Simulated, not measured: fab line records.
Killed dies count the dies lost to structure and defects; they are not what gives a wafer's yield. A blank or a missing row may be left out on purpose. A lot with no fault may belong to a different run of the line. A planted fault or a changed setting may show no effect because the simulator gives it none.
Split-lot experiment    flow gf180mcu    5 lots, 23 wafers read, on a route of 602 steps

SPLIT DETAILS
At GF_PSD_EXPOSE_04 (exposes mask Pplus, target cd 400 nm), the setting dose mj was moved away from the recipe's 140 on 6 of the 23 wafers read, by -5.6% to +3.8%. All remaining wafers had this setting at the recipe value.

FROM THE SPLIT TO THE READING: what the file shows between them, 2 steps
- GF_PSD_PEB_05
- GF_PSD_DEVELOP_06: develop time 57.92 s

THE READING
cd nm at GF_PSD_CD_MEAS_07, given in nm (cd target 400 nm). Typical for fault-free wafers on this fab line: 399.7 nm, with standard deviation 2.8 nm.

wafer   tool, chamber at the split  dose mj as run  against the recipe  cd nm, nm  against lot-mates on the recipe
L075.1  iline stepper-01, 0         140             recipe              401.6      -
L075.2  iline stepper-01, 0         140             recipe              402.3      -
L075.3  iline stepper-01, 0         134.7           -3.8%               393.0      -9.7
L075.5  iline stepper-01, 0         134.7           -3.8%               391.8      -10.9
L075.6  iline stepper-01, 0         140             recipe              404.2      -
L077.2  iline stepper-01, 0         145.3           +3.8%               411.4      +10.5
L077.3  iline stepper-01, 0         140             recipe              401.6      -
L077.4  iline stepper-01, 0         140             recipe              401.5      -
L077.5  iline stepper-01, 0         145.3           +3.8%               407.9      +7.0
L077.6  iline stepper-01, 0         140             recipe              399.7      -
L080.1  iline stepper-02, 0         140             recipe              404.4      -
L080.3  iline stepper-02, 0         140             recipe              406.1      -
L080.6  iline stepper-02, 0         140             recipe              407.4      -
L082.1  iline stepper-02, 0         140             recipe              400.5      -
L082.2  iline stepper-02, 0         140             recipe              397.5      -
L082.3  iline stepper-02, 0         140             recipe              399.4      -
L082.5  iline stepper-02, 0         140             recipe              401.6      -
L082.6  iline stepper-02, 0         140             recipe              401.6      -
L085.1  iline stepper-02, 0         140             recipe              401.3      -
L085.2  iline stepper-02, 0         140             recipe              401.9      -
L085.3  iline stepper-02, 0         132.2           -5.6%               384.6      -15.8
L085.5  iline stepper-02, 0         132.2           -5.6%               384.3      -16.1
L085.6  iline stepper-02, 0         140             recipe              397.9      -

FIT RESULTS
A straight line over all 23 wafers: cd nm changes by +2.68 nm for each +1% of dose mj; r = +0.93; the points scatter about the line by 2.5 nm.
The same after taking each lot's own level away (the mean of its wafers on the recipe; 23 wafers): +2.67 nm for each +1%; r = +0.97; scatter 1.4 nm.
That fit puts the effect of the largest move of dose mj on the reading at 15 nm.
From 400.12 to 405.97 nm: that is the span of the lots' own levels, equal to 2.1 times the standard deviation above.
The two slopes agree, so the slope changes little with the lot-to-lot level.
Check: with one of the wafers moved furthest among these (-5.6%) left out of the fit, the line predicts -14.9 nm for it against its lot-mates. Against them it came out at -15.8 nm.

ADDITIONAL SPLITS CARRIED BY THESE WAFERS
These wafers also went through other splits before the reading. Each is held against what the fit with the lots' levels taken away leaves over:
other split on the same wafers       wafers away from the commonest value  r with cd nm (lot level and that fit taken away)
GF_DUAL_GATE_OXIDATION_02 temp c     15                                    +0.11
GF_HV_LDD_EXPOSE_04 dose mj          5                                     +0.20
GF_HV_LDD_DEVELOP_06 dev temp c      4                                     +0.16
GF_HV_LDD_DEVELOP_18 develop time s  7                                     +0.62
GF_HV_LDD_EXPOSE_28 dose mj          8                                     +0.04
GF_HV_LDD_DEVELOP_30 develop time s  8                                     -0.28
GF_HV_LDD_EXPOSE_43 dose mj          10                                    -0.13
GF_HV_LDD_STRIP_49 o2 flow sccm      6                                     -0.18
GF_HV_LDD_CVD_54 target thk nm       18                                    +0.00
GF_NSD_DEVELOP_06 develop time s     6                                     -0.11

THE WHOLE CHAIN: every reading that the file lists as answering this split, in the file's order
step               what it does          reading                                                     change (the file's fit)               r (the file's)
GF_PSD_DEVELOP_06  develop time 57.92 s  PSD.cd nm (the simulator's own value, which no gauge read)  +2.65 nm for each +1% of the setting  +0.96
GF_PSD_CD_MEAS_07  target cd 400 nm      cd nm                                                       +2.69 nm for each +1% of the setting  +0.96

THE FILE'S OWN FIT
cd nm changes by +2.69 nm for each +1% of dose mj, r = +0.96.
